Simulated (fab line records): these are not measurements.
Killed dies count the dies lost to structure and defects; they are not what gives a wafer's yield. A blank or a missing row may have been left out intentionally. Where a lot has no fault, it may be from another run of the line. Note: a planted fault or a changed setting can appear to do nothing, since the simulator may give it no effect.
Comparing a struck lot with a sound one :: flow sfqLine :: 24 out of 325 route steps
Sound: these wafers, L631.1, L631.2, L631.5. Struck: wafers L622.1, L622.2, L622.4. The cause is given at the end.
Each step with rows lists, per side, the tool, then ch with its chambers, then its first start. Under that, the readings that differ: sound wafers :: struck wafers :: difference of the means :: sigmas: that difference in standard deviations of wafers without a fault.
alike: a reading whose means differ by less than 2 such deviations, as well as words and numbers matching on both sides. not compared: withheld readings; readings where some wafer has no value; bounds like >300 that might hide an equal value; numbers whose values overlap and for which the record gives no deviation.
Wherever a step has rows on one side only, a row that says differs or no value, or a row with sigmas, the two part there. Non-overlapping numbers with no deviation appear without sigmas and do not part them. A reading that every wafer of one side lacks parts them only if that side has two wafers or more.

first, 2 steps without rows for these wafers: SFQ_TRILAYER_I3_VIA_STRIP_SOLV_CLEAN_090 (cleans in NMP, time 600 s); SFQ_TRILAYER_M4_DEP_PRE_CLEAN_092 (time 22.5 s).
SFQ_TRILAYER_M4_DEP_SPUTTER_091: material Nb, target thk 200 nm, time 133.3 s.
  sound on pvdSputter-05 at day 40 08:21; struck on pvdSputter-04 at day 35 14:35
  alike: substrateTempC, throttleValvePct
SFQ_M4_RS_MEAS_924: measurement is done with a four-point probe.
  sound on filmMetro-04 at day 40 08:27; struck on filmMetro-03 at day 35 14:41
reading: M4_NB_RS (ohm/sq)
sound: 0.882 0.878 0.880
struck: 0.896 0.898 0.898
difference: +0.017
sigmas: +2
then, 6 steps without rows for these wafers: SFQ_TRILAYER_M4_LITHO_COAT_098 (resist thk 62 nm); SFQ_TRILAYER_M4_LITHO_COAT_093 (resist thk 600 nm); SFQ_TRILAYER_M4_LITHO_SOFTBAKE_097; SFQ_TRILAYER_M4_LITHO_EXPOSE_094 (exposes mask M4, target cd 500 nm); SFQ_TRILAYER_M4_LITHO_PEB_096 (peb time 60 s); SFQ_TRILAYER_M4_LITHO_DEVELOP_095 (time 60 s).
-- the record jumps here: 4 days lie between the struck wafers' starts before and after --
SFQ_M4_OVL_MEAS_926:
  sound on overlay-01 at day 45 14:08; struck on overlay-01 at day 39 11:10
  alike: M4_OVL
SFQ_TRILAYER_M4_BARC_OPEN_METAL_ETCH_123: etches BARC in O2, target depth 125 nm, time 41.7 s.
  sound on rieMetal-02 ch 0,1, day 45 14:10; struck on rieMetal-04 ch 0,1, day 39 11:12
  no value came back on the struck wafers for biasW (W), chamberPressureMTorr (mTorr), drypumpMotorCurrentA (A), oesProductAu (a.u.); on the sound wafers biasW (W) reads 80.17 80.40 80.28
reading: model.KrF_of_TRILAYER_M4_LITHO_COAT_093.thkNm (nm)
sound: 523.6 524.4 523.1
struck: 573.6 574.5 575.8
difference: +50.9
sigmas: 
  not compared: rfHoursCounterH
SFQ_TRILAYER_M4_ETCH_METAL_ETCH_096: etches Nb in Cl2/Ar, stops on SiO2, target depth 240 nm, time 120 s.
  sound on rieMetal-02 ch 0,1, day 45 14:13; struck on rieMetal-04 ch 0,1, day 39 11:16
reading: oesProductAu (a.u.)
sound: 0.892 0.897 0.895
struck: 0.374 0.382 0.378
difference: -0.517
sigmas: -86

reading: model.KrF_of_TRILAYER_M4_LITHO_COAT_093.thkNm (nm)
sound: 383.2 382.9 383.5
struck: 431.3 431.4 432.9
difference: +48.7
sigmas: 
  alike: biasW, chamberPressureMTorr, drypumpMotorCurrentA
  not compared: rfHoursCounterH
SFQ_TRILAYER_M4_STRIP_STRIP_097: strips in O2.
  sound on rieMetal-02 ch 0,1, day 45 14:21; struck on rieMetal-04 ch 0,1, day 39 11:23
  alike: drypumpMotorCurrentA, oesProductAu, platenTempC
  not compared: rfHoursCounterH
then, 1 step without rows for these wafers: SFQ_TRILAYER_M4_STRIP_SOLV_CLEAN_098 (cleans in NMP, time 600 s).
SFQ_TRILAYER_I4_DEP_PECVD_099: deposits SiO2 from SiH4/N2O, time 111.11 s, target thk 500 nm.
  sound on pecvd-04 ch 1,2, day 45 15:07; struck on pecvd-03 ch 0,1,2, day 39 12:10
  alike: chamberPressureTorr, heaterPowerW, throttleValvePct
SFQ_TRILAYER_I4_CMP_CMP_100: polishes SiO2.
  sound on cmp-02 ch 1,3, day 45 15:12; struck on cmp-01 ch 0,1,2, day 40 00:04
  alike: motorCurrentA, timeToEndpointS
SFQ_I4_BOW_MEAS_927:
  sound on filmMetro-03 at day 45 18:12; struck on filmMetro-02 at day 40 03:04
  alike: I4_BOW
SFQ_TRILAYER_I4_METRO_MEASURE_101:
  sound on filmMetro-03 at day 45 18:19; struck on filmMetro-02 at day 40 03:11
  alike: thkNm
then, 3 steps without rows for these wafers: SFQ_TRILAYER_I4_VIA_LITHO_COAT_108 (resist thk 62.37 nm); SFQ_TRILAYER_I4_VIA_LITHO_COAT_103 (resist thk 650 nm); SFQ_TRILAYER_I4_VIA_LITHO_SOFTBAKE_107.
SFQ_TRILAYER_I4_VIA_LITHO_EXPOSE_104: exposes mask I4, target cd 700 nm.
  sound on krfScanner-01 ch 0, day 51 06:39; struck on krfScanner-02, day 41 06:21
  no value came back on the struck wafers for exposureDoseMJCm2, focusOffsetNm (nm); on the sound wafers exposureDoseMJCm2 reads 21.295 21.308 21.299
  alike: mask
then, 1 step without rows for these wafers: SFQ_TRILAYER_I4_VIA_LITHO_PEB_106 (peb time 60 s).

WHERE THEY PART
Earliest at SFQ_M4_RS_MEAS_924; latest, in this record, at SFQ_TRILAYER_I4_VIA_LITHO_EXPOSE_104.

WHY: what the simulator had put in
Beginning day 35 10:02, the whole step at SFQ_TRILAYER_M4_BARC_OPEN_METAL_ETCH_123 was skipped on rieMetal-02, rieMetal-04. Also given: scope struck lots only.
